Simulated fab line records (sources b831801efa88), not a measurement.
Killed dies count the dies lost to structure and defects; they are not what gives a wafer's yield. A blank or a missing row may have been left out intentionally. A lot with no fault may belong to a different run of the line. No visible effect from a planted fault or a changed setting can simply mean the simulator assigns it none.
8D (eight disciplines) problem report, filled in by code || flow gf180mcu || the parts of the form that need people (team, actions taken, sign-off) are left out

## 1. PROBLEM STATEMENT
At GF_POLY_GATE_SOFTBAKE_06, heater_power_total_W averages 95.07 W over 6 wafers from 2 lots, while fault-free wafers read 93.05 W, standard deviation 0.065. Measured from the usual mean, that is +31 standard deviations.
The step: time 60 s.
Seen first at day 13 14:00 on litho_track-03, wafer L723.3. The record has a number at this step for 39 wafers belonging to 13 lots. By rule, "out" or "out of limits" means more than 4 standard deviations away from the usual mean. All remaining wafers that have a number are taken as sound.

## 2. WHAT IT IS, AND WHAT IT ISN'T
{"question": "which readings at this step", "is": "heater_power_total_W, run_length_s", "is not": "exhaust_pa"}
{"question": "which lots", "is": "L723, L725", "is not": "L709, L710, L711, L712, L713, L714, L717, L718, L719, L724, L731"}
{"question": "which wafers of those lots", "is": "all that have a number", "is not": "-"}
{"question": "read on which tools", "is": "litho_track-03", "is not": "litho_track-01, litho_track-02"}
{"question": "when", "is": "from day 13 14:00", "is not": "up to then (27 sound wafers); but 6 sound wafers of L724, L731 came after"}

## 3. WHAT RULES OUT EACH SUSPECT
Counting: a tool at a process step up to the reading stays a suspect if it ran every lot that is out and no sound lot after the first of them.
- litho_track-02 at GF_VT_IMPLANT_DEHYDRATE_33 (time 62.6 s): kept. Every lot that is out went through it, starting with L723 (day 11 11:35), and after that it ran no sound lot; the last sound lot it ran before then is L719 (day 10 09:55).
- litho_track-03 at GF_POLY_GATE_SOFTBAKE_06 (time 60 s): kept. Every lot that is out went through it, starting with L723 (day 13 14:00), and after that it ran no sound lot; the last sound lot it ran before then is L718 (day 12 01:00). On those wafers its own readings are out: heater_power_total_W, run_length_s.
The count leaves litho_track-03 at GF_POLY_GATE_SOFTBAKE_06 and litho_track-02 at GF_VT_IMPLANT_DEHYDRATE_33.

## 4. THE CAUSE (what the simulator had put in)
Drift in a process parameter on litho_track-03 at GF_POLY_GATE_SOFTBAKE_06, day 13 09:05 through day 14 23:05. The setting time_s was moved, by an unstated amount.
After counting, 2 suspects remain, this tool included.

## 5. THE EFFECT CHAIN, in route order
Rows list readings where the struck wafers' mean (over those with a number) sits beyond 3 standard deviations from the usual. Only readings whose record carries a usual standard deviation are examined. hours: median over the lots of the time between each lot's start at the first step of this table that gives one and its start at this step. sigmas: the change, counted in usual standard deviations.
{"hours": 0, "step": "GF_POLY_GATE_SOFTBAKE_06", "reading": "heater_power_total_W", "usual": "93.05 W", "on struck wafers": 95.07, "change": "+2.02", "sigmas": "+31"}
{"hours": 0, "step": "GF_POLY_GATE_SOFTBAKE_06", "reading": "run_length_s", "usual": "89.16 s", "on struck wafers": 85.14, "change": -4.02, "sigmas": -19}
Process steps it contains:
- GF_POLY_GATE_SOFTBAKE_06: time 60 s.

## 6. WHAT WOULD HAVE CAUGHT IT SOONER
5 hours passed between the start of the fault at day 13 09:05 and the first reading out of limits in this record, taken at day 13 14:00.
